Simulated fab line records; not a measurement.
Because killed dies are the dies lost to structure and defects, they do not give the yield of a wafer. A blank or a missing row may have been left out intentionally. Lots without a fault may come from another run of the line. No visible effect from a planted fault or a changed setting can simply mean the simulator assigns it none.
Problem report, 8D (eight disciplines) form, completed by code ; flow gf180mcu ; the parts of the form that need people (team, actions taken, sign-off) are left out

## 1. THE ISSUE
Wafers free of any fault read 1204 (standard deviation 13) for VT_IMPLANT_2_TW at GF_VT_IMPLANT_TW_MEAS_21, against a mean of 1100 on 6 wafers of 2 lots. Measured from the usual mean, that is -8.0 standard deviations.
First observed at day 8 08:44: wafer L391.1, on film metro-02. At this step, 39 wafers from 13 lots have a number in the record. The rule behind "out" and "out of limits": a value lying over 4 standard deviations away from the usual mean. Any other wafer with a number is counted as sound.

## 2. WHAT IT IS, AND WHAT IT ISN'T
question;is;is not
which readings at this step;VT_IMPLANT_2_TW;-
which lots;L391, L394;L383, L384, L385, L387, L398, L399, L400, L401, L404, L405, L406
which wafers of those lots;all that have a number;-
read on which gauges;film metro-02;film metro-01, film metro-03
when;from day 8 08:44;"up to then (12 sound wafers); but 21 sound wafers of L398, L399, L400, L401, L404, L405, L406 came after"

## 3. SUSPECTS, AND WHAT RULES EACH OUT
Counting: any tool at a process step up to the reading is kept as a suspect provided that every lot that is out went through it and no sound lot did after the first of them.
- ruled out: the gauge at GF_VT_IMPLANT_TW_MEAS_21. All the wafers that are out were read on film metro-02, but those of them that GF_VT_IMPLANT_IMPLANT_19 has rows for are out there too, on other tools.
- implanter-02 at GF_VT_IMPLANT_IMPLANT_19: ruled out as a lasting fault. The sound lots L404, L405 went through it after L391, its earliest lot that is out (day 8 08:29).
Left after counting: nothing in the record.

## 4. THE CAUSE (what the simulator had put in)
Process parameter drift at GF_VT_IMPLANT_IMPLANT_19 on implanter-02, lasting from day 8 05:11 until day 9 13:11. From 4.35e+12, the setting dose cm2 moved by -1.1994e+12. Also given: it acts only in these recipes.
Counting ruled it out, wrongly: the rule takes a fault to strike every lot that its tool runs from its start on, and this one did not.

## 5. SEQUENCE OF EFFECTS, ordered by route
One row per reading whose mean, taken over the struck wafers that have a number, lies over 3 standard deviations from the usual. Scope: only readings with a usual standard deviation given in the record; hours: median across lots of the time from each lot's start at the first step in this table that gives one to its start at this step; sigmas: change in usual standard deviations.
hours;step;reading;usual;on struck wafers;change;sigmas
0;GF_VT_IMPLANT_IMPLANT_19;dose ions cm2;4.35e+12;3.15e+12;-1.20e+12;-99 or more
0;GF_VT_IMPLANT_IMPLANT_19;faraday current uA;24.5;17.7;-6.8;-14
0;GF_VT_IMPLANT_TW_MEAS_21;VT_IMPLANT_2_TW;1204;1100;-104;-8.0
Process steps it contains:
- GF_VT_IMPLANT_IMPLANT_19
At these later measuring or inspecting steps, every struck wafer for which the step has a row has a number for every such reading, and none has moved that far: GF_VT_IMPLANT_OVL_MEAS_40.

## 6. HOW IT WOULD HAVE BEEN CAUGHT EARLIER
Counted from the fault's start at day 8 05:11, it took 4 hours until the first out-of-limits reading at a measuring or inspecting step in this record, taken at day 8 08:44.
The tool's own readings at GF_VT_IMPLANT_IMPLANT_19 were out on every struck wafer that the step has a row for (dose ions cm2, faraday current uA): an alarm limit on them would have fired on the first of those.
